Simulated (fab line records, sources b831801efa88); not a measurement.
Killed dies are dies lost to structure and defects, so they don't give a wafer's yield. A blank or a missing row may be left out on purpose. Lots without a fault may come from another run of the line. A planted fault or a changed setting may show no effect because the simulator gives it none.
Which tool did it? | flow gf180mcu | 13 lots, 38 wafers sampled, at 3 steps of a route of 602

WHAT THE GAUGES READ, wafer by wafer
GF_V1_RS_MEAS_24: measures by four-point-probe. Usual: V1_W_RS 0.327 ohm/sq, standard deviation 0.0038.
lot  | measured     | on            | V1_W_RS (ohm/sq)  | flag
L630 | day 18 00:34 | film_metro-02 | 0.323 0.325 0.326 |
L632 | day 18 13:11 | film_metro-02 | 0.320 0.326 0.323 |
L634 | day 19 13:26 | film_metro-02 | 0.333 0.319 0.335 |
L635 | day 20 01:02 | film_metro-03 | 0.328 0.333 0.327 |
L636 | day 20 15:59 | film_metro-02 | 0.329 0.324 0.325 |
L640 | day 21 23:43 | film_metro-02 | 0.331 0.332       |
L641 | day 22 10:06 | film_metro-02 | 0.320 0.320 0.330 |
L643 | day 22 23:29 | film_metro-01 | 0.330 0.327 0.328 |
L646 | day 23 21:06 | film_metro-01 | 0.332 0.329 0.330 |
L650 | day 24 22:41 | film_metro-02 | 0.323 0.327 0.332 |
L651 | day 25 08:01 | film_metro-01 | 0.328 0.330 0.328 |
L652 | day 25 16:20 | film_metro-02 | 0.323 0.326 0.324 |
L653 | day 25 19:26 | film_metro-01 | 0.329 0.319 0.327 |

GF_M2_RS_MEAS_05: measures by four-point-probe. Usual: M2_ALCU_RS 0.0697 ohm/sq, standard deviation 0.00076.
lot  | measured     | on            | M2_ALCU_RS (ohm/sq)  | flag
L630 | day 18 01:16 | film_metro-04 | 0.0701 0.0682 0.0684 |
L632 | day 18 13:53 | film_metro-01 | 0.0707 0.0698 0.0704 |
L634 | day 19 14:08 | film_metro-01 | 0.0694 0.0699 0.0694 |
L635 | day 20 01:45 | film_metro-04 | 0.0698 0.0697 0.0707 |
L636 | day 20 16:41 | film_metro-03 | 0.0701 0.0703 0.0698 |
L640 | day 22 00:25 | film_metro-03 | 0.0697 0.0692        |
L641 | day 22 10:49 | film_metro-04 | 0.0691 0.0689 0.0700 |
L643 | day 23 00:11 | film_metro-03 | 0.0693 0.0697 0.0694 |
L646 | day 23 21:59 | film_metro-04 | 0.0704 0.0691 0.0711 |
L650 | day 24 23:23 | film_metro-01 | 0.0700 0.0706 0.0715 |
L651 | day 25 08:43 | film_metro-03 | 0.0703 0.0693 0.0693 |
L652 | day 25 17:02 | film_metro-04 | 0.0704 0.0712 0.0694 |
L653 | day 25 20:08 | film_metro-01 | 0.0693 0.0698 0.0696 |

WHICH TOOL RAN EACH LOT (tool, then ch and the chambers of the sampled wafers, then the start)
lot  | GF_M2_SPUTTER_01
L630 | pvd_sputter-01, day 18 01:08
L632 | pvd_sputter-02, day 18 13:43
L634 | pvd_sputter-03, day 19 14:01
L635 | pvd_sputter-03, day 20 01:37
L636 | pvd_sputter-02, day 20 16:34
L640 | pvd_sputter-02, day 22 00:17
L641 | pvd_sputter-01, day 22 10:38
L643 | pvd_sputter-02, day 23 00:04
L646 | pvd_sputter-03, day 23 21:52
L650 | pvd_sputter-01, day 24 23:14
L651 | pvd_sputter-01, day 25 08:34
L652 | pvd_sputter-01, day 25 16:55
L653 | pvd_sputter-03, day 25 19:58
- GF_M2_SPUTTER_01: material TiN, target thk 30 nm, time 25 s.

WHAT THE TOOLS THEMSELVES READ (means of the sampled wafers that have a number; where no wafer has one, the mark that the record gives instead)
GF_M2_SPUTTER_01. Usual: throttle_valve_pct 30.0 %, standard deviation 0.93.
lot  | tool           | throttle_valve_pct (%) | flag
L630 | pvd_sputter-01 | 29.8                   |
L632 | pvd_sputter-02 | 30.5                   |
L634 | pvd_sputter-03 | 29.6                   |
L635 | pvd_sputter-03 | 29.4                   |
L636 | pvd_sputter-02 | 30.5                   |
L640 | pvd_sputter-02 | 30.0                   |
L641 | pvd_sputter-01 | 30.5                   |
L643 | pvd_sputter-02 | 29.9                   |
L646 | pvd_sputter-03 | 30.0                   |
L650 | pvd_sputter-01 | 30.2                   |
L651 | pvd_sputter-01 | 30.2                   |
L652 | pvd_sputter-01 | 30.3                   |
L653 | pvd_sputter-03 | 29.9                   |

THE ANSWER, worked out from the rows above alone
Rule: a lot is off if the mean of its wafers that have a number lies more than 3 standard deviations from the usual mean. A lot without any number at a reading at which 4 lots or more have one is off too. The other lots that the step has rows for count as sound. The gauges are gone through in route order, then the tools' own readings, and for those a lot's mean is taken as printed above. The first step at which some lot is off is used, and at that step the reading that is off furthest; a lot without a number counts as furthest.
No lot is off at any reading shown: from this, nothing can be told.

WHAT THE SIMULATOR HAD PUT IN
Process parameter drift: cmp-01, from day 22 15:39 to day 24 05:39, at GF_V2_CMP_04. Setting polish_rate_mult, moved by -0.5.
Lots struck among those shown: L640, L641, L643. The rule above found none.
